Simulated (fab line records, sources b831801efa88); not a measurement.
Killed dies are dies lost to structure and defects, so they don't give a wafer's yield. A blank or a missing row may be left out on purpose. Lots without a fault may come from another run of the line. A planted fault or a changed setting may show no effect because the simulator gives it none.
fab line records | flow sky130
record lots=15 wafers=45 last_day=50
route steps=708 shown FIELD_ISO@4 VT_ADJUST_LVTN@107
lots that met no fault: from a run of the same line without faults
start_h: hours from the record's first day to the start of the lot's first wafer shown | wait_h: hours since the lot's step before | " the same as in the row above | L1.1+2: a row that stands for several wafers | - no value, or no start given | * or withheld: withheld | < > ~ a bound
route shown NAME@n: a module of which the file shows steps, and the number in the route of the first | usual: mean/standard deviation of fault-free wafers | same: alike in all rows | chamber/n: place in a boat | sites: the reading at each site | _std_site: their standard deviation | _edge_site: outer sites' mean less inner sites' | radius_mm: how far each site lies from the wafer's centre | mask NAME#n: copy n | behind: the tool/chamber that last shaped the wafer | hold: why the lot was held/for how many hours/how that ended | device: the transistor (n, p or np) that didn't switch | end of line: the same wafers' tests at the end of the route | a step without rows: its recipe alone | killed: dies lost to structure and defects at the first sort, not the wafer's yield | map: a wafer's dies, x killed, . not, _ none there
set.NAME: the setting as run; set.NAME@STEP: as run at that earlier step | model.NAME: the simulator's own value behind a step, which no gauge read
steps of the route over a sample of lots; a table a step, a row a wafer
services: from which hour (start_h, from the record's first day; less than 0 if before it) a tool's chamber was out of use, for how many hours, and why
## steps
# step SKY_FIELD_ISO_CVD_03
# recipe material=Si3N4 precursor=DCS/NH3 target_thk_nm=165 temp_c=770 time_s=2830 pressure_mtorr=250
# usual pressure_mtorr=250.0/0.51 spike_tc_bottom_C=794.3/1.5 spike_tc_centre_C=770.6/1.4
# columns lot.wafer tool chamber start_h wait_h pressure_mtorr spike_tc_bottom_C spike_tc_centre_C
L714.1 lpcvd-02 0 19.90 0.8 250.3 792.6 770.4
L714.3 " 0 " " 250.7 793.1 769.0
L714.5 " 0 " " 250.9 795.3 771.1
L715.1 lpcvd-02 1 28.70 0.1 250.1 794.1 771.0
L715.2 " 1 " " 249.8 793.8 772.6
L715.3 " 1 " " 249.5 795.3 770.0
L716.3 lpcvd-02 1 28.70 0.0 250.5 795.5 772.4
L716.4 " 1 " " 249.9 796.1 769.7
L716.5 " 1 " " 250.2 795.5 771.8
L719.3 lpcvd-02 0 46.38 0.6 249.3 794.2 769.1
L719.4 " 0 " " 250.1 794.9 768.9
L719.6 " 0 " " 249.3 792.4 769.4
L720.2 lpcvd-02 1 49.73 0.0 249.5 795.0 770.7
L720.3 " 1 " " 250.0 794.9 770.3
L720.6 " 1 " " 250.3 793.3 771.5
L724.1 lpcvd-02 1 70.76 1.8 249.8 794.5 770.4
L724.2 " 1 " " 250.7 793.6 771.4
L724.3 " 1 " " 249.2 796.7 771.4
L726.3 lpcvd-02 1 77.12 0.0 250.2 795.0 770.7
L726.4 " 1 " " 250.3 794.3 769.7
L726.6 " 1 " " 250.4 795.6 772.5
L727.2 lpcvd-02 0 81.69 0.0 250.4 793.2 771.1
L727.3 " 0 " " 250.0 791.9 769.7
L727.5 " 0 " " 250.6 793.0 771.3
L729.1 lpcvd-02 1 92.58 0.9 - - -
L729.3 " 1 " " - - -
L729.5 " 1 " " - - -
L730.2 lpcvd-02 0 98.08 0.8 - - -
L730.5 " 0 " " - - -
L730.6 " 0 " " - - -
L731.2 lpcvd-02 1 101.69 0.0 - - -
L731.5 " 1 " " - - -
L731.6 " 1 " " - - -
L733.2 lpcvd-02 1 111.69 0.0 250.4 794.0 772.4
L733.3 " 1 " " 250.2 794.3 771.3
L733.4 " 1 " " 249.1 795.3 771.8
L734.2 lpcvd-02 1 117.28 0.0 250.0 795.9 772.0
L734.5 " 1 " " 249.9 794.5 772.1
L734.6 " 1 " " 249.5 795.8 771.3
L735.4 lpcvd-02 1 123.58 1.9 250.3 794.7 771.1
L735.5 " 1 " " 250.2 795.9 770.0
L735.6 " 1 " " 249.9 795.3 770.9
L736.1 lpcvd-02 0 128.51 0.5 250.5 793.6 768.8
L736.3 " 0 " " 249.9 793.6 770.4
L736.6 " 0 " " 250.2 794.6 769.4
# step SKY_FIELD_ISO_ETCH_14
# recipe chemistry=N2/H2 target=BARC ion_energy_ev=200 source_w=500 bias_w=100 pressure_mtorr=30 n2_flow_sccm=100 h2_flow_sccm=200 stop_on=SiO2 time_s=45.9 target_depth_a=600
# usual drypump_motor_current_A=5.5/0.45 n2_flow_sccm=100.04/0.28 oes_product_au=0.854/0.0048 throttle_valve_pct=13.225/0.0092
# columns lot.wafer tool chamber start_h wait_h drypump_motor_current_A n2_flow_sccm oes_product_au rf_hours_counter_h throttle_valve_pct
L714.1 rie_diel-04 0 35.62 0.1 5.8 100.18 0.857 48 13.212
L714.3 " 2 " " 6.2 99.77 0.855 126 13.218
L714.5 " 2 " " 6.2 99.80 0.855 - 13.228
L715.1 rie_diel-01 0 44.32 0.1 5.0 99.87 0.859 140 13.226
L715.2 " 2 " " 5.9 100.41 0.860 59 13.226
L715.3 " 1 " " 5.4 100.20 0.862 114 13.231
L716.3 rie_diel-03 2 45.32 0.1 5.9 100.26 0.851 156 13.223
L716.4 " 0 " " 5.8 100.09 0.850 86 13.209
L716.5 " 0 " " 5.8 100.11 0.852 - 13.221
L719.3 rie_diel-04 3 63.60 0.1 4.9 100.21 0.845 18 13.219
L719.4 " 2 " " 6.2 100.01 0.853 127 13.237
L719.6 " 3 " " 4.9 100.06 0.858 - 13.227
L720.2 rie_diel-03 1 66.50 0.1 4.9 100.37 0.859 70 13.211
L720.3 " 2 " " 5.9 100.16 0.854 156 13.232
L720.6 " 3 " " 5.3 99.84 0.856 - 13.217
L724.1 rie_diel-04 3 89.93 0.1 4.9 99.85 0.856 19 13.231
L724.2 " 2 " " 6.2 100.50 0.859 127 13.227
L724.3 " 1 " " 5.5 99.98 0.856 155 13.221
L726.3 rie_diel-01 0 96.27 0.1 5.0 100.29 0.847 - 13.234
L726.4 " 2 " " 5.9 100.22 0.856 - 13.213
L726.6 " 0 " " 5.0 99.97 0.857 - 13.233
L727.2 rie_diel-03 1 101.17 0.1 4.9 100.14 0.845 71 13.194
L727.3 " 2 " " 5.9 100.33 0.853 157 13.227
L727.5 " 2 " " 5.9 100.09 0.843 - 13.225
L729.1 rie_diel-04 1 111.93 0.1 5.5 99.96 0.858 155 13.218
L729.3 " 0 " " 5.8 100.33 0.854 49 13.231
L729.5 " 2 " " 6.2 100.07 0.855 - 13.217
L730.2 rie_diel-01 2 118.37 0.1 5.9 99.63 0.846 61 13.226
L730.5 " 2 " " 5.9 99.89 0.853 - 13.224
L730.6 " 1 " " 5.4 99.64 0.847 - 13.224
L731.2 rie_diel-03 2 121.90 0.1 5.9 100.07 0.849 157 13.225
L731.5 " 0 " " 5.9 100.07 0.854 - 13.226
L731.6 " 1 " " 4.9 100.33 0.857 - 13.224
L733.2 rie_diel-03 2 132.33 0.1 5.9 100.11 0.853 157 13.224
L733.3 " 1 " " 4.9 99.66 0.858 71 13.213
L733.4 " 0 " " 5.8 99.93 0.852 87 13.245
L734.2 rie_diel-01 1 138.85 0.1 5.4 99.78 0.852 116 13.234
L734.5 " 1 " " 5.4 99.67 0.855 - 13.226
L734.6 " 0 " " 5.0 100.15 0.853 - 13.217
L735.4 rie_diel-04 2 144.74 0.0 6.2 99.90 0.859 128 13.211
L735.5 " 1 " " 5.5 99.80 0.859 - 13.212
L735.6 " 2 " " 6.2 99.91 0.859 - 13.231
L736.1 rie_diel-03 1 149.65 0.1 4.9 100.41 0.856 72 13.228
L736.3 " 0 " " 5.8 100.58 0.849 88 13.219
L736.6 " 1 " " 4.9 100.16 0.853 - 13.221
# step SKY_FIELD_ISO_ETCH_15
# recipe chemistry=CHF3/O2 target_depth_nm=180 stop_on=Si source_w=600 bias_w=200 pressure_mtorr=40 chf3_flow_sccm=50 O2_flow_sccm=5 time_s=72
# usual drypump_motor_current_A=5.5/0.45 oes_product_au=0.948/0.0067 throttle_valve_pct=8.845/0.0088
# columns lot.wafer tool chamber start_h wait_h drypump_motor_current_A oes_product_au rf_hours_counter_h throttle_valve_pct
L714.1 rie_diel-04 0 35.66 0.0 5.8 0.942 48 8.846
L714.3 " 2 " " 6.2 0.947 126 8.856
L714.5 " 2 " " 6.2 0.943 - 8.835
L715.1 rie_diel-01 0 44.36 0.0 5.0 0.941 140 8.837
L715.2 " 2 " " 5.9 0.945 59 8.839
L715.3 " 1 " " 5.4 0.939 114 8.847
L716.3 rie_diel-03 2 45.36 0.0 5.9 0.949 156 8.846
L716.4 " 0 " " 5.8 0.958 86 8.850
L716.5 " 0 " " 5.8 0.954 - 8.858
L719.3 rie_diel-04 3 63.64 0.0 4.9 0.962 18 8.834
L719.4 " 2 " " 6.2 0.956 127 8.851
L719.6 " 3 " " 4.9 0.956 - 8.852
L720.2 rie_diel-03 1 66.54 0.0 4.9 0.955 70 8.860
L720.3 " 2 " " 5.9 0.945 156 8.837
L720.6 " 3 " " 5.3 0.953 - 8.844
L724.1 rie_diel-04 3 89.97 0.0 4.9 0.936 19 8.862
L724.2 " 2 " " 6.2 0.939 127 8.828
L724.3 " 1 " " 5.5 0.940 155 8.845
L726.3 rie_diel-01 0 96.34 0.0 5.0 0.940 - 8.839
L726.4 " 2 " " 5.9 0.945 - 8.847
L726.6 " 0 " " 5.0 0.942 - 8.840
L727.2 rie_diel-03 1 101.21 0.0 4.9 0.957 71 8.844
L727.3 " 2 " " 5.8 0.953 157 8.847
L727.5 " 2 " " 5.9 0.947 - 8.842
L729.1 rie_diel-04 1 111.97 0.0 5.5 0.986 155 8.857
L729.3 " 0 " " 5.8 0.980 49 8.861
L729.5 " 2 " " 6.2 0.990 - 8.870
L730.2 rie_diel-01 2 118.41 0.0 5.9 0.989 61 8.854
L730.5 " 2 " " 5.9 0.996 - 8.872
L730.6 " 1 " " 5.4 0.989 - 8.848
L731.2 rie_diel-03 2 121.94 0.0 5.8 0.977 157 8.839
L731.5 " 0 " " 5.8 0.979 - 8.839
L731.6 " 1 " " 4.9 0.993 - 8.848
L733.2 rie_diel-03 2 132.37 0.0 5.9 0.967 157 8.842
L733.3 " 1 " " 4.9 0.956 71 8.845
L733.4 " 0 " " 5.8 0.957 88 8.857
L734.2 rie_diel-01 1 138.89 0.0 5.4 0.950 116 8.839
L734.5 " 1 " " 5.4 0.948 - 8.851
L734.6 " 0 " " 5.0 0.955 - 8.858
L735.4 rie_diel-04 2 144.78 0.0 6.2 0.948 128 8.847
L735.5 " 1 " " 5.5 0.955 - 8.839
L735.6 " 2 " " 6.2 0.957 - 8.844
L736.1 rie_diel-03 1 149.69 0.0 4.9 0.937 72 8.853
L736.3 " 0 " " 5.9 0.947 88 8.836
L736.6 " 1 " " 4.9 0.954 - 8.846
# step SKY_FIELD_ISO_ETCH_17
# recipe target_depth_a=3420 mask_material=Si3N4 chemistry=HBr/Cl2/O2 target=Si taper_deg=5 icp_w=600 bias_w=150 pressure_mtorr=15 HBr_flow_sccm=150 Cl2_flow_sccm=40 O2_flow_sccm=6 time_s=97.7
# usual drypump_motor_current_A=5.5/0.39 oes_product_au=1.003/0.0095 throttle_valve_pct=25.654/0.011
# columns lot.wafer tool chamber start_h wait_h drypump_motor_current_A oes_product_au rf_hours_counter_h throttle_valve_pct
L714.1 rie_si-01 0 35.81 0.1 5.3 0.999 0 25.664
L714.3 " 2 " " 6.2 1.008 15 25.669
L714.5 " 2 " " 6.2 0.997 - 25.638
L715.1 rie_si-02 3 44.51 0.1 5.3 1.009 119 25.644
L715.2 " 2 " " 5.0 0.984 122 25.671
L715.3 " 1 " " 5.4 0.984 3 25.677
L716.3 rie_si-01 2 45.51 0.0 6.2 0.996 15 25.658
L716.4 " 1 " " 5.4 1.010 112 25.623
L716.5 " 1 " " 5.4 1.016 - 25.661
L719.3 rie_si-01 1 63.80 0.0 5.4 1.026 112 25.655
L719.4 " 0 " " 5.3 1.013 1 25.654
L719.6 " 3 " " 6.0 1.007 - 25.667
L720.2 rie_si-02 1 66.70 0.1 5.3 0.994 3 25.675
L720.3 " 3 " " 5.3 1.016 119 25.648
L720.6 " 2 " " 5.0 1.016 - 25.636
L724.1 rie_si-01 3 90.13 0.1 6.0 1.007 63 25.658
L724.2 " 1 " " 5.4 1.005 112 25.662
L724.3 " 0 " " 5.3 1.007 1 25.671
L726.3 rie_si-01 1 96.50 0.0 5.4 0.997 113 25.667
L726.4 " 2 " " 6.2 1.002 16 25.658
L726.6 " 3 " " 6.0 1.000 - 25.662
L727.2 rie_si-02 2 101.36 0.1 5.0 0.972 123 25.655
L727.3 " 1 " " 5.3 0.997 3 25.660
L727.5 " 3 " " 5.3 1.015 - 25.647
L729.1 rie_si-02 3 112.13 0.1 5.3 1.001 120 25.652
L729.3 " 0 " " 5.5 1.004 34 25.650
L729.5 " 1 " " 5.4 0.998 - 25.666
L730.2 rie_si-02 0 118.56 0.1 5.5 1.006 35 25.636
L730.5 " 3 " " 5.2 0.995 - 25.663
L730.6 " 0 " " 5.5 1.010 - 25.648
L731.2 rie_si-01 0 122.10 0.1 5.3 1.011 1 25.649
L731.5 " 3 " " 6.1 1.005 - 25.652
L731.6 " 0 " " 5.3 1.008 - 25.660
L733.2 rie_si-01 2 132.53 0.1 6.2 0.999 16 25.665
L733.3 " 3 " " 6.0 1.013 63 25.658
L733.4 " 1 " " 5.4 1.020 113 25.646
L734.2 rie_si-02 3 139.05 0.1 5.3 0.995 120 25.670
L734.5 " 3 " " 5.3 1.003 - 25.660
L734.6 " 2 " " 5.0 0.999 - 25.660
L735.4 rie_si-02 2 144.93 0.0 5.0 1.001 123 25.663
L735.5 " 0 " " 5.4 1.005 - 25.655
L735.6 " 3 " " 5.3 1.011 - 25.650
L736.1 rie_si-02 1 149.85 0.1 5.3 0.996 4 25.647
L736.3 " 0 " " 5.5 1.002 35 25.655
L736.6 " 3 " " 5.2 1.005 - 25.661
# step SKY_FIELD_ISO_THK_MEAS_23
# recipe reads=SiO2_of_FIELD_ISO_OXIDATION_22
# usual FIELD_ISO_OXIDATION_01_THK=10.06/0.18
# columns lot.wafer tool chamber start_h wait_h FIELD_ISO_OXIDATION_01_THK[nm]
L714.1 film_metro-01 - 42.66 0.0 10.26
L714.3 " - " " 10.16
L714.5 " - " " 10.27
L715.1 film_metro-02 - 48.28 0.0 10.21
L715.2 " - " " 10.15
L715.3 " - " " 10.18
L716.3 film_metro-01 - 48.30 0.0 10.24
L716.4 " - " " 10.03
L716.5 " - " " 10.14
L719.3 film_metro-02 - 67.46 0.0 10.41
L719.4 " - " " 10.32
L719.6 " - " " 10.32
L720.2 film_metro-04 - 70.14 0.0 10.34
L720.3 " - " " 10.23
L720.6 " - " " 10.30
L724.1 film_metro-04 - 92.65 0.0 9.87
L724.2 " - " " 9.84
L724.3 " - " " 9.96
L726.3 film_metro-04 - 98.49 0.0 9.73
L726.4 " - " " 9.78
L726.6 " - " " 9.75
L727.2 film_metro-02 - 102.89 0.0 9.99
L727.3 " - " " 9.92
L727.5 " - " " 9.93
L729.1 film_metro-01 - 114.20 0.0 -
L729.3 " - " " -
L729.5 " - " " -
L730.2 film_metro-01 - 120.09 0.0 -
L730.5 " - " " -
L730.6 " - " " -
L731.2 film_metro-04 - 123.65 0.0 -
L731.5 " - " " -
L731.6 " - " " -
L733.2 film_metro-02 - 135.46 0.0 10.46
L733.3 " - " " 10.30
L733.4 " - " " 10.34
L734.2 film_metro-04 - 142.52 0.0 9.89
L734.5 " - " " 9.88
L734.6 " - " " 9.79
L735.4 film_metro-01 - 147.87 0.0 10.12
L735.5 " - " " 10.19
L735.6 " - " " 10.15
L736.1 film_metro-04 - 151.61 0.0 10.17
L736.3 " - " " 10.02
L736.6 " - " " 9.91
# step SKY_VT_ADJUST_LVTN_TW_MEAS_10
# usual VT_ADJUST_LVTN_TW=240.1/1.3
# columns lot.wafer tool chamber start_h wait_h VT_ADJUST_LVTN_TW
L714.1 film_metro-02 - 161.80 0.1 242.8
L714.3 " - " " 241.9
L714.5 " - " " 243.1
L715.1 film_metro-02 - 163.40 0.1 242.2
L715.2 " - " " 242.2
L715.3 " - " " 242.0
L716.3 film_metro-04 - 167.74 0.1 237.9
L716.4 " - " " 237.9
L716.5 " - " " 238.5
L720.2 film_metro-02 - 190.66 0.1 240.4
L720.3 " - " " 241.2
L720.6 " - " " 241.1
L719.3 film_metro-02 - 191.74 0.1 241.1
L719.4 " - " " 242.4
L719.6 " - " " 241.1
L724.1 film_metro-04 - 215.95 0.1 239.0
L724.2 " - " " 240.7
L724.3 " - " " 239.4
L726.3 film_metro-04 - 223.46 0.1 239.0
L726.4 " - " " 241.0
L726.6 " - " " 239.4
L727.2 film_metro-02 - 230.86 0.1 241.0
L727.3 " - " " 239.6
L727.5 " - " " 239.3
L733.2 film_metro-02 - 272.63 0.1 241.2
L733.3 " - " " 240.4
L733.4 " - " " 239.2
L734.2 film_metro-03 - 279.30 0.1 238.3
L734.5 " - " " 239.7
L734.6 " - " " 239.1
L735.4 film_metro-03 - 285.53 0.1 239.7
L735.5 " - " " 239.7
L735.6 " - " " 239.6
L736.1 film_metro-03 - 290.90 0.1 239.3
L736.3 " - " " 239.4
L736.6 " - " " 240.0
## services
# columns tool chamber start_h hours kind
rie_diel-03 - 18.81 0.5 repair
rie_diel-04 1 23.39 9.8 repair
rie_diel-01 2 24.71 4.6 repair
rie_diel-01 3 29.29 - clean
rie_diel-01 3 29.29 13.7 scheduled_down
rie_diel-01 3 29.29 13.7 vent_cycle
rie_si-02 3 31.59 5.0 repair
rie_si-01 1 33.03 1.2 repair
rie_diel-01 - 41.85 0.8 repair
rie_diel-03 1 87.17 2.2 repair
rie_diel-01 1 91.32 5.1 repair
rie_diel-01 - 94.68 0.6 repair
rie_diel-01 3 94.80 6.8 repair
rie_diel-04 - 96.95 1.8 repair
rie_diel-03 2 133.34 - clean
rie_diel-03 2 133.34 25.5 scheduled_down
rie_diel-03 2 133.34 25.5 vent_cycle
rie_diel-04 1 149.17 - clean
rie_diel-04 1 149.17 27.7 scheduled_down
rie_diel-04 1 149.17 27.7 vent_cycle
## key
first_sign step=SKY_FIELD_ISO_CVD_03 reading=tool_record direction=missing
effect step=SKY_FIELD_ISO_ETCH_15 reading=oes_product_au direction=up sigmas=5.7 usual=0.948 struck=0.986
effect step=SKY_FIELD_ISO_THK_MEAS_23 reading=FIELD_ISO_OXIDATION_01_THK direction=missing
met_at SKY_FIELD_ISO_CVD_03
struck_lots L729,L730,L731
later_rows_left_out L729.1,L729.3,L729.5,L730.2,L730.5,L730.6,L731.2,L731.5,L731.6
sort_left_out L729.1,L729.3,L729.5,L730.2,L730.5,L730.6,L731.2,L731.5,L731.6
tester_left_out L729,L730,L731
not_acting_at SKY_FIELD_ISO_ETCH_14,SKY_FIELD_ISO_ETCH_17,SKY_VT_ADJUST_LVTN_TW_MEAS_10
onset_between 81.69 92.58
fault kind=skipped_step_whole tool=lpcvd-02 chamber=- onset_h=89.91 steps=SKY_FIELD_ISO_CVD_03 scope=struck_lots_only
# tester_left_out: of these lots the tester's yield and bins aren't shown, on N5 and GAA mostly nor the transistor test; their killed dies are dies lost to structure and defects alone, not to doping, threshold or leakage, so they don't give the yield
# sort_left_out: the simulated sort isn't trusted on such a fault, so these wafers' sort isn't shown, and their yield isn't known
# later_rows_left_out: the simulator's readings of these wafers behind a module that went badly wrong aren't trusted and aren't shown, but for the sort
